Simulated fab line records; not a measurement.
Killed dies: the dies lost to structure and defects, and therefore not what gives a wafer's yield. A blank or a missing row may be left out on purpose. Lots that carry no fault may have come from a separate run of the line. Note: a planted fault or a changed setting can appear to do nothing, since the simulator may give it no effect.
Which tool did it? | flow sky130 | 39 wafers from 13 lots sampled at 2 of the route's 708 steps

WHAT THE GAUGES SHOWED, per wafer
SKY_VIA4_THK_MEAS_01.
lot  | measured     | on           | VIA4_HDPCVD_THK (nm)
L758 | day 42 04:12 | filmMetro-04 | 1724 1749 1775
L759 | day 42 11:59 | filmMetro-04 | 1733 1769 1760
L767 | day 44 17:17 | filmMetro-04 | 1750 1744 1773
L769 | day 45 08:16 | filmMetro-01 | 1750 1713 1776
L770 | day 45 13:46 | filmMetro-04 | 1728 1770 1728
L773 | day 46 03:25 | filmMetro-03 | 1763 1723 1739
L774 | day 46 09:40 | filmMetro-03 | 1748 1710 1719
L776 | day 47 01:17 | filmMetro-04 | 1729 1758 1713
L777 | day 47 02:09 | filmMetro-04 | 1713 1714 1738
L778 | day 47 16:09 | filmMetro-04 | 1747 1756 1734
L779 | day 47 13:50 | filmMetro-04 | 1713 1741 1732
L780 | day 47 19:34 | filmMetro-03 | 1727 1717 1766
L781 | day 47 19:49 | filmMetro-03 | 1712 1760 1730

EACH LOT AND THE TOOL THAT RAN IT (in order: tool; ch and the chambers of the sampled wafers; start)
lot  | SKY_SONOS_TUNNEL_STRIP_11
L758 | wetBench-01 ch 3, day 11 17:13
L759 | wetBench-01 ch 2, day 11 21:49
L767 | wetBench-03 ch 2, day 14 16:49
L769 | wetBench-03 ch 3, day 15 08:04
L770 | wetBench-01 ch 0, day 15 15:37
L773 | wetBench-01 ch 0, day 16 12:52
L774 | wetBench-04 ch 1, day 16 23:36
L776 | wetBench-01 ch 2, day 17 11:32
L777 | wetBench-04 ch 2, day 17 20:34
L778 | wetBench-01 ch 2, day 18 09:38
L779 | wetBench-03 ch 2, day 18 13:13
L780 | wetBench-04 ch 1, day 18 20:25
L781 | wetBench-01 ch 1, day 19 04:07
- SKY_SONOS_TUNNEL_STRIP_11: strips in SPM, time 600 s.

WHAT THE TOOLS THEMSELVES READ (means of the sampled wafers that have a number; where no wafer has one, the mark that the record gives instead)
The record holds no such reading with a usual standard deviation.

THE ANSWER, worked out from the rows above alone
Rule: the lots themselves supply what counts as usual. The widest of any qualifying gaps counts: lots, ordered by their means at a reading, are off when they make up no more than a third of the lots, leave a main group of 4 or more, and stand apart from it by 3 or more times the standard deviation of that group's means. A main group is skipped when, at the precision printed for the reading in the tables above, its means are all equal. Also off: a lot with no number at a reading for which 4 or more lots have one. The other lots that the step has rows for count as sound. After the gauges, taken in route order, come the tools' own readings; for these a lot's mean is taken, as printed above. The first step at which some lot is off is used, and at that step the reading that is off furthest; a lot without a number counts as furthest.
None of the lots is off at any reading shown; this tells nothing.

WHAT HAD BEEN PUT IN BY THE SIMULATOR
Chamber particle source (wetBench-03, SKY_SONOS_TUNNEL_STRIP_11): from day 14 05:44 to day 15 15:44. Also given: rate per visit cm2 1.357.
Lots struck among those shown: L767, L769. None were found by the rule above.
